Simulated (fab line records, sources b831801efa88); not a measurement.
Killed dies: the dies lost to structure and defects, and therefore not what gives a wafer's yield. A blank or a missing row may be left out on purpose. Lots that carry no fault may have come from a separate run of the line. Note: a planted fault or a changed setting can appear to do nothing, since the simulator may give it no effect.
Which tool did it? || flow gf180mcu || 7 lots, 21 wafers sampled, at 2 steps of a route of 602

## WHAT EACH GAUGE READ, for each wafer
GF_NSD_CD_MEAS_07 targets a cd of 400 nm.
{"lot": "L316", "measured": "day 13 09:13", "on": "cd-sem-01", "cd-nm (nm)": "400.2 402.1 402.2"}
{"lot": "L321", "measured": "day 15 09:59", "on": "cd-sem-01", "cd-nm (nm)": "395.7 397.1 398.6"}
{"lot": "L323", "measured": "day 16 10:59", "on": "cd-sem-02", "cd-nm (nm)": "400.7 399.3 400.8"}
{"lot": "L327", "measured": "day 17 16:22", "on": "cd-sem-02", "cd-nm (nm)": "403.2 403.2 401.2"}
{"lot": "L333", "measured": "day 19 16:34", "on": "cd-sem-01", "cd-nm (nm)": "396.4 398.7 398.1"}
{"lot": "L336", "measured": "day 20 19:19", "on": "cd-sem-01", "cd-nm (nm)": "383.9 384.5 384.3"}
{"lot": "L338", "measured": "day 21 08:57", "on": "cd-sem-01", "cd-nm (nm)": "397.0 396.9 397.2"}

## EACH LOT AND THE TOOL THAT RAN IT (in order: tool; ch and the chambers of the sampled wafers; start)
{"lot": "L316", "GF_NSD_EXPOSE_04": "iline-stepper-02 ch 0, day 12 22:49"}
{"lot": "L321", "GF_NSD_EXPOSE_04": "iline-stepper-02 ch 0, day 14 23:32"}
{"lot": "L323", "GF_NSD_EXPOSE_04": "iline-stepper-02 ch 0, day 16 00:08"}
{"lot": "L327", "GF_NSD_EXPOSE_04": "iline-stepper-01 ch 0, day 17 05:22"}
{"lot": "L333", "GF_NSD_EXPOSE_04": "iline-stepper-01 ch 0, day 19 04:15"}
{"lot": "L336", "GF_NSD_EXPOSE_04": "iline-stepper-02 ch 0, day 20 07:32"}
{"lot": "L338", "GF_NSD_EXPOSE_04": "iline-stepper-01 ch 0, day 20 21:17"}
- GF_NSD_EXPOSE_04: exposes mask Nplus, target cd 400 nm.

## THE ANSWER, worked out from the rows above alone
Rule: the usual values come from the lots themselves. Put in order of their means at a reading, lots are off if they are a third of the lots or fewer, leave a main group of 4 or more, and stand apart from it by a gap of 3 or more times the standard deviation of the main group's means; of several such gaps the widest counts. A main group is skipped when, at the precision printed for the reading in the tables above, its means are all equal. Also off: a lot with no number at a reading for which 4 or more lots have one. The other lots that the step has rows for count as sound.
Off: L336 (GF_NSD_CD_MEAS_07, cd-nm). Mean 399.4 nm and standard deviation 2.2 in the main group.
A tool fits if, at a process step before that reading, it ran every lot that is off, and no sound lot after the first of them. The gauges at GF_NSD_CD_MEAS_07 are tried like those tools. One fits: GF_NSD_EXPOSE_04 on iline-stepper-02. A fault onset in the window from L323 (day 16 00:08, its last sound lot) to L336 (day 20 07:32, its first lot off) fits.

## WHAT THE SIMULATOR HAD INSERTED
Drift in process parameters on iline-stepper-02 at GF_NSD_EXPOSE_04, starting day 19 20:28. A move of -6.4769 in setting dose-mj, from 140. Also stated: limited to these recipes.
Shown lots that were struck: L336. The rule above found the same.
